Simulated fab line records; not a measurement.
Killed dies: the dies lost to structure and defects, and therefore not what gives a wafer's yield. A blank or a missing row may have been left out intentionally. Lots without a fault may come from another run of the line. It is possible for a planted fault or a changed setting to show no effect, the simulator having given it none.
Which of the tools did it? | flow gf180mcu | Sampling: 12 lots, 35 wafers, 4 of 602 route steps

WHAT THE GAUGES READ, wafer by wafer
GF_V5_THK_MEAS_01.
lot  | measured     | on           | V5_CVD_00_THK (nm)
L544 | day 26 12:39 | filmMetro-03 | 301 301 299
L545 | day 26 23:43 | filmMetro-03 | 301 298 297
L547 | day 27 21:23 | filmMetro-01 | 300 298 300
L549 | day 28 02:59 | filmMetro-03 | 297 300 297
L552 | day 28 21:17 | filmMetro-04 | 302 300 295
L558 | day 30 15:32 | filmMetro-01 | 300 304 304
L560 | day 31 08:05 | filmMetro-03 | 298 299 294
L561 | day 31 13:39 | filmMetro-01 | 299 304 297
L562 | day 31 14:23 | filmMetro-04 | 298 299 300
L565 | day 32 06:28 | filmMetro-03 | 301 302 303
L566 | day 32 10:16 | filmMetro-03 | 300 308
L567 | day 32 10:50 | filmMetro-01 | 297 300 300

GF_V5_BOW_MEAS_05.
lot  | measured     | on           | V5_BOW (um)
L544 | day 26 13:23 | filmMetro-03 | 131 140 144
L545 | day 27 00:15 | filmMetro-03 | 135 126 135
L547 | day 27 21:55 | filmMetro-01 | 155 156 153
L549 | day 28 03:31 | filmMetro-03 | 144 141 147
L552 | day 28 21:49 | filmMetro-03 | 138 136 130
L558 | day 30 16:04 | filmMetro-03 | 128 137 141
L560 | day 31 08:55 | filmMetro-01 | 135 127 125
L561 | day 31 14:10 | filmMetro-01 | 136 144 136
L562 | day 31 14:56 | filmMetro-01 | 131 142 134
L565 | day 32 07:02 | filmMetro-01 | 127 117 124
L566 | day 32 10:47 | filmMetro-04 | 143 149
L567 | day 32 11:23 | filmMetro-03 | 124 117 126

TOOL THAT RAN EACH LOT (tool first, then ch and the chambers of the sampled wafers, then the start)
lot  | GF_M3_METAL_ETCH_16              | GF_M5_STRIP_11
L544 | rieMetal-01 ch 0,1, day 21 13:53 | plasmaAsher-03 ch 0,1, day 26 11:44
L545 | rieMetal-01 ch 0,1, day 22 03:26 | plasmaAsher-02 ch 0,1, day 26 23:04
L547 | rieMetal-02 ch 0,1, day 23 03:42 | plasmaAsher-02 ch 0,1, day 27 20:49
L549 | rieMetal-01 ch 0, day 23 10:26   | plasmaAsher-03 ch 0,1, day 28 02:25
L552 | rieMetal-01 ch 0,1, day 24 06:56 | plasmaAsher-03 ch 0,1, day 28 20:42
L558 | rieMetal-03 ch 0, day 26 05:42   | plasmaAsher-04 ch 0,1, day 30 14:55
L560 | rieMetal-03 ch 0,1, day 27 01:27 | plasmaAsher-02 ch 0,1, day 31 07:31
L561 | rieMetal-03 ch 0,1, day 27 07:56 | plasmaAsher-02 ch 0,1, day 31 13:04
L562 | rieMetal-01 ch 0,1, day 27 08:17 | plasmaAsher-03 ch 0,1, day 31 13:48
L565 | rieMetal-01 ch 0,1, day 28 03:11 | plasmaAsher-02 ch 0,1, day 32 05:50
L566 | rieMetal-03 ch 0, day 28 06:26   | plasmaAsher-04 ch 0, day 32 09:41
L567 | rieMetal-01 ch 0,1, day 28 08:18 | plasmaAsher-02 ch 0,1, day 32 10:14
- GF_M3_METAL_ETCH_16: etches the open film in Cl2/BCl3, stops on SiO2, target depth 750.8 nm, time 125.1 s.
- GF_M5_STRIP_11: strips in O2/N2.

WHAT THE TOOLS THEMSELVES READ (means of the sampled wafers that have a number; where no wafer has one, the mark that the record gives instead)
GF_M3_METAL_ETCH_16.
lot  | tool        | bcl3FlowSccm (sccm) | drypumpMotorCurrentA (A) | oesProductAu (a.u.) | rfFwdPowerW (W) | throttleValvePct (%)
L544 | rieMetal-01 | 39.91               | 5.7                      | 0.983               | 800.1           | 28.238
L545 | rieMetal-01 | 40.00               | 5.6                      | 0.988               | 797.4           | 28.229
L547 | rieMetal-02 | 40.17               | 5.4                      | 0.985               | 796.7           | 28.230
L549 | rieMetal-01 | 39.96               | 5.5                      | 0.992               | 798.2           | 28.228
L552 | rieMetal-01 | 40.02               | 5.8                      | 0.988               | 795.9           | 28.230
L558 | rieMetal-03 | 39.96               | 6.4                      | 0.996               | 798.2           | 28.227
L560 | rieMetal-03 | 40.07               | 5.8                      | 0.989               | 795.5           | 28.230
L561 | rieMetal-03 | 39.96               | 6.1                      | 0.984               | 796.0           | 28.230
L562 | rieMetal-01 | 40.04               | 5.7                      | 0.989               | 799.0           | 28.232
L565 | rieMetal-01 | 40.00               | 5.7                      | 0.986               | 798.1           | 28.240
L566 | rieMetal-03 | 39.95               | 6.4                      | 0.988               | 798.9           | 28.226
L567 | rieMetal-01 | 39.95               | 5.7                      | 0.989               | 798.4           | 28.235

GF_M5_STRIP_11.
lot  | tool           | drypumpMotorCurrentA (A) | heaterPowerW (W) | oesProductAu (a.u.) | stripTimeToEndpointS (s)
L544 | plasmaAsher-03 | 6.1                      | 391              | 0.525               | 7.06
L545 | plasmaAsher-02 | 5.3                      | 344              | 0.520               | 7.05
L547 | plasmaAsher-02 | 5.2                      | 335              | 0.529               | 7.15
L549 | plasmaAsher-03 | 6.1                      | 391              | 0.522               | 7.08
L552 | plasmaAsher-03 | 6.1                      | 392              | 0.530               | 7.15
L558 | plasmaAsher-04 | 5.5                      | 324              | 0.518               | 7.01
L560 | plasmaAsher-02 | 5.2                      | 335              | 0.522               | 7.03
L561 | plasmaAsher-02 | 5.3                      | 348              | 0.520               | 6.96
L562 | plasmaAsher-03 | 5.9                      | 392              | 0.529               | 7.14
L565 | plasmaAsher-02 | 5.3                      | 345              | 0.525               | 7.11
L566 | plasmaAsher-04 | 5.7                      | 372              | 0.525               | 7.06
L567 | plasmaAsher-02 | 5.3                      | 348              | 0.525               | 7.11

THE ANSWER, worked out from the rows above alone
Rule: the lots themselves supply what counts as usual. The widest of any qualifying gaps counts: lots, ordered by their means at a reading, are off when they make up no more than a third of the lots, leave a main group of 4 or more, and stand apart from it by 3 or more times the standard deviation of that group's means. Not used: any main group whose means are identical at the precision the tables above print for the reading. A lot without any number at a reading at which 4 lots or more have one is off too. The other lots that the step has rows for count as sound. The gauges are gone through in route order, then the tools' own readings, and for those a lot's mean is taken as printed above. At the first step where some lot is off, the reading lying furthest off is the one used; lots without a number count as furthest.
Across all readings shown, no lot is off: no conclusion can be drawn from this.

WHAT THE SIMULATOR HAD PUT IN
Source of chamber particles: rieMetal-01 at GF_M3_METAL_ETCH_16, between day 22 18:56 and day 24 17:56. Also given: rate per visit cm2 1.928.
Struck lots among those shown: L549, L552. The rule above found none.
